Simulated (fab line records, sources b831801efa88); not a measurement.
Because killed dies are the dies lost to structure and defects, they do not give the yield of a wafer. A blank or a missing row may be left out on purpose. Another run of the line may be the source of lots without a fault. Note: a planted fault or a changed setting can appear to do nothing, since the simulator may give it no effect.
8D (eight disciplines) problem report, filled in by code    flow gf180mcu    the parts of the form that need people (team, actions taken, sign-off) are left out

1. THE PROBLEM
TOP_METAL_ALCU_RS at GF_TOP_METAL_RS_MEAS_05 reads a mean of 0.0264 ohm/sq on 1 wafer of 1 lot; wafers without a fault read 0.0331 ohm/sq with a standard deviation of 0.00043. Relative to the usual mean, that is a shift of -16 standard deviations.
The step: measures by four-point-probe.
Earliest sighting: wafer L227.5 on film_metro-02 at day 29 21:29. The record holds 39 wafers of 13 lots with a number at this step. By rule, "out" or "out of limits" means more than 4 standard deviations away from the usual mean. Any other wafer with a number is counted as sound.

2. WHAT IT IS, AND WHAT IT ISN'T
question                     is                 is not
which readings at this step  TOP_METAL_ALCU_RS  -
which lots                   L227               L220, L221, L222, L223, L225, L228, L237, L238, L239, L240, L241, L242
which wafers of those lots   L227.5             L227.1, L227.6
read on which gauges         film_metro-02      film_metro-01, film_metro-03
when                         from day 29 21:29  up to then (17 sound wafers); but 21 sound wafers of L228, L237, L238, L239, L240, L241, L242 came after

3. SUSPECTS, AND WHAT RULES EACH OUT
Counting: a tool at a process step up to the reading stays a suspect if it ran every lot that is out. Sound lots after the first of them don't rule it out here, since some wafers of a struck lot are sound.
- the gauge at GF_TOP_METAL_RS_MEAS_05: kept. All the wafers that are out were read on film_metro-02, and no step on other tools shows them out.
- pvd_sputter-03 at GF_TOP_METAL_SPUTTER_02 (material AlCu, target thk 900 nm, time 47.19 s): kept. L227, the lot that is out, went through it at day 29 21:24; up to then, the latest sound lot through it was L225 at day 29 05:20.
Remaining after the count are pvd_sputter-03 at GF_TOP_METAL_SPUTTER_02 and film_metro-02 at GF_TOP_METAL_RS_MEAS_05.

4. THE CAUSE (what the simulator had put in)
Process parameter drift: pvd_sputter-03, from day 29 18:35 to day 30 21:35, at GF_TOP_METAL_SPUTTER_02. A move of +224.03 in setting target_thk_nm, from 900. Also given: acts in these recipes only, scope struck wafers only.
Counting left 2 suspects, and this tool is among them.

5. THE CHAIN OF EFFECTS, in route order
Rows list readings where the struck wafers' mean (over those with a number) sits beyond 3 standard deviations from the usual. Only readings for which the record gives a usual standard deviation are gone through. hours: the time from each lot's start at the first step in this table that gives one to its start at this step, as a median over the lots. sigmas: the change in usual standard deviations.
hours  step                      reading             usual          on struck wafers  change   sigmas
0      GF_TOP_METAL_RS_MEAS_05   TOP_METAL_ALCU_RS   0.0331 ohm/sq  0.0264            -0.0067  -16
0      GF_TOP_METAL_THK_MEAS_06  TOP_METAL_ALCU_THK  879 nm         1099              +220     +17

6. HOW IT WOULD HAVE BEEN CAUGHT EARLIER
In this record the first reading out of limits at a measuring or inspecting step was taken at day 29 21:29, 3 hours after the fault began at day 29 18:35.
Of the tool readings at GF_TOP_METAL_SPUTTER_02 for which the record gives a usual standard deviation, none was out on any struck wafer, so an alarm limit of 4 standard deviations on them would not have fired.
Lots out: 1; all had begun GF_TOP_METAL_SPUTTER_02 on pvd_sputter-03 by day 29 21:29. Had the tool been put on hold then, not one of them would have been saved.
